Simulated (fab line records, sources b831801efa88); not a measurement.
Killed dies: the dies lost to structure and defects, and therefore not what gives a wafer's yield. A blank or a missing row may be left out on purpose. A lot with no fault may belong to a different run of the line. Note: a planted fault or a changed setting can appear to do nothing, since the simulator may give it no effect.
Which tool did it? + flow sky130 + Sampling: 7 lots, 21 wafers, 2 of 708 route steps

== WHAT EACH GAUGE READ, for each wafer ==
SKY_SD_P_CD_MEAS_07 targets a cd of 380 nm.
| lot  | measured     | on        | cd_nm (nm)        |
|------|--------------|-----------|-------------------|
| L533 | day 26 07:33 | cd_sem-01 | 379.9 380.8 384.0 |
| L537 | day 27 17:06 | cd_sem-02 | - - -             |
| L538 | day 27 23:55 | cd_sem-02 | - - -             |
| L546 | day 30 21:18 | cd_sem-02 | 379.1 378.8 377.9 |
| L549 | day 31 07:59 | cd_sem-01 | 376.2 378.5 378.6 |
| L551 | day 31 23:20 | cd_sem-01 | 378.7 379.0 379.6 |
| L554 | day 33 00:00 | cd_sem-01 | 380.4 378.7 379.6 |

== WHAT TOOL EACH LOT RAN ON (gives the tool, then ch and the chambers of the sampled wafers, and finally the start) ==
| lot  | SKY_SD_P_COAT_02                  |
|------|-----------------------------------|
| L533 | litho_track-04 ch 0, day 25 17:20 |
| L537 | litho_track-04, day 27 03:48      |
| L538 | litho_track-04, day 27 09:27      |
| L546 | litho_track-04 ch 0, day 30 07:11 |
| L549 | litho_track-04 ch 0, day 30 18:29 |
| L551 | litho_track-04 ch 0, day 31 09:08 |
| L554 | litho_track-04 ch 0, day 32 10:24 |
- SKY_SD_P_COAT_02: resist thk 1140 nm.

== THE ANSWER, worked out from the rows above alone ==
Rule: the lots themselves supply what counts as usual. The widest of any qualifying gaps counts: lots, ordered by their means at a reading, are off when they make up no more than a third of the lots, leave a main group of 4 or more, and stand apart from it by 3 or more times the standard deviation of that group's means. A main group whose means are all the same, to the digits that the tables above print for the reading, isn't used. Also off: a lot with no number at a reading for which 4 or more lots have one. Any other lot the step has rows for is counted as sound.
Off at SKY_SD_P_CD_MEAS_07 (cd_nm): L537, L538. Without a number there: L537, L538. Main group: mean 379.3 nm, sd 1.3.
If a tool, at a process step before that reading, ran all the lots that are off and no sound lot after the first of them, it fits. Gauges at SKY_SD_P_CD_MEAS_07: tried the same way as those tools. Of those tried, none fits.

== WHAT HAD BEEN PUT IN BY THE SIMULATOR ==
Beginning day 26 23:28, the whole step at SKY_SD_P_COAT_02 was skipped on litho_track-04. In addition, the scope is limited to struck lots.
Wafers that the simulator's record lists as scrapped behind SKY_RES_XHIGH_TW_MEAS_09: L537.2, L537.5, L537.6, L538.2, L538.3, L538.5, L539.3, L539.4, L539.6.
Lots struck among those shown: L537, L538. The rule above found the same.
